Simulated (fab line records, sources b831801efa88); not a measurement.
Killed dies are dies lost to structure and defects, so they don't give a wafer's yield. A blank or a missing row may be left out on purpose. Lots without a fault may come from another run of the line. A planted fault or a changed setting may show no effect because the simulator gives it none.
Which tool did it? | flow sky130 | 15 lots, 45 wafers sampled, at 2 steps of a route of 708

WHAT THE GAUGES READ, wafer by wafer
SKY_SPACER_THK_MEAS_01.
lot  | measured     | on            | SPACER_CVD_00_THK (nm)
L538 | day 23 08:22 | film_metro-03 | 42.5 42.6 42.3
L539 | day 23 11:58 | film_metro-04 | 42.6 42.5 42.6
L540 | day 23 15:47 | film_metro-04 | 43.5 42.9 43.1
L542 | day 24 10:26 | film_metro-04 | 43.3 42.9 43.0
L543 | day 24 18:59 | film_metro-03 | 43.3 43.1 42.9
L548 | day 26 14:42 | film_metro-04 | 43.0 42.8 43.1
L549 | day 27 01:22 | film_metro-04 | 42.2 42.4 42.1
L550 | day 27 10:25 | film_metro-02 | 42.9 43.0 42.7
L554 | day 28 18:14 | film_metro-03 | 43.6 43.3 43.7
L555 | day 28 20:23 | film_metro-03 | 42.7 42.7 42.9
L557 | day 29 02:34 | film_metro-03 | 42.6 42.8 42.5
L558 | day 29 14:29 | film_metro-02 | 43.2 43.4 43.4
L559 | day 30 03:19 | film_metro-02 | 43.8 43.4 43.5
L560 | day 30 15:33 | film_metro-04 | 43.1 42.8 42.8
L561 | day 30 19:29 | film_metro-03 | 43.1 43.1 43.3

WHICH TOOL RAN EACH LOT (tool, then ch and the chambers of the sampled wafers, then the start)
lot  | SKY_LDD_P_STRIP_10
L538 | plasma_asher-02 ch 1, day 19 05:41
L539 | plasma_asher-01 ch 0,1, day 19 13:22
L540 | plasma_asher-03 ch 0,1, day 19 17:25
L542 | plasma_asher-02 ch 0,1, day 20 12:17
L543 | plasma_asher-03 ch 0,1, day 20 21:34
L548 | plasma_asher-03 ch 0,1, day 22 19:26
L549 | plasma_asher-01 ch 0,1, day 23 06:52
L550 | plasma_asher-03 ch 0,1, day 23 15:22
L554 | plasma_asher-01 ch 0,1, day 24 21:40
L555 | plasma_asher-01 ch 0, day 25 03:47
L557 | plasma_asher-01 ch 0,1, day 25 13:04
L558 | plasma_asher-01 ch 0,1, day 25 22:43
L559 | plasma_asher-02 ch 0,1, day 26 11:43
L560 | plasma_asher-01 ch 1, day 27 01:32
L561 | plasma_asher-02 ch 1, day 27 05:28
- SKY_LDD_P_STRIP_10: strips in O2/N2.

WHAT THE TOOLS THEMSELVES READ (means of the sampled wafers that have a number; where no wafer has one, the mark that the record gives instead)
SKY_LDD_P_STRIP_10.
lot  | tool            | drypump_motor_current_A (A) | oes_product_au (a.u.) | strip_time_to_endpoint_s (s)
L538 | plasma_asher-02 | 6.4                         | 0.718                 | 14.21
L539 | plasma_asher-01 | 5.5                         | 0.716                 | 14.18
L540 | plasma_asher-03 | 5.9                         | 0.721                 | 14.17
L542 | plasma_asher-02 | 6.0                         | 0.712                 | 14.11
L543 | plasma_asher-03 | 5.6                         | 0.716                 | 14.16
L548 | plasma_asher-03 | 5.6                         | 0.714                 | 14.22
L549 | plasma_asher-01 | 5.5                         | 0.714                 | 14.18
L550 | plasma_asher-03 | 5.9                         | 0.718                 | 14.17
L554 | plasma_asher-01 | 5.5                         | 0.713                 | 14.15
L555 | plasma_asher-01 | 6.1                         | 0.712                 | 14.13
L557 | plasma_asher-01 | 5.8                         | 0.713                 | 14.16
L558 | plasma_asher-01 | 5.8                         | 0.714                 | 14.14
L559 | plasma_asher-02 | 6.0                         | 0.714                 | 14.17
L560 | plasma_asher-01 | 5.2                         | 0.715                 | 14.18
L561 | plasma_asher-02 | 6.4                         | 0.719                 | 14.18

THE ANSWER, worked out from the rows above alone
Rule: what is usual is taken from the lots themselves. Put in order of their means at a reading, lots are off if they are a third of the lots or fewer, leave a main group of 4 or more, and stand apart from it by a gap of 3 or more times the standard deviation of the main group's means; of several such gaps the widest counts. A main group whose means are all the same, to the digits that the tables above print for the reading, isn't used. A lot without any number at a reading at which 4 lots or more have one is off too. The other lots that the step has rows for count as sound. The gauges are gone through in route order, then the tools' own readings, and for those a lot's mean is taken as printed above. The first step at which some lot is off is used, and at that step the reading that is off furthest; a lot without a number counts as furthest.
No lot is off at any reading shown: from this, nothing can be told.

WHAT THE SIMULATOR HAD PUT IN
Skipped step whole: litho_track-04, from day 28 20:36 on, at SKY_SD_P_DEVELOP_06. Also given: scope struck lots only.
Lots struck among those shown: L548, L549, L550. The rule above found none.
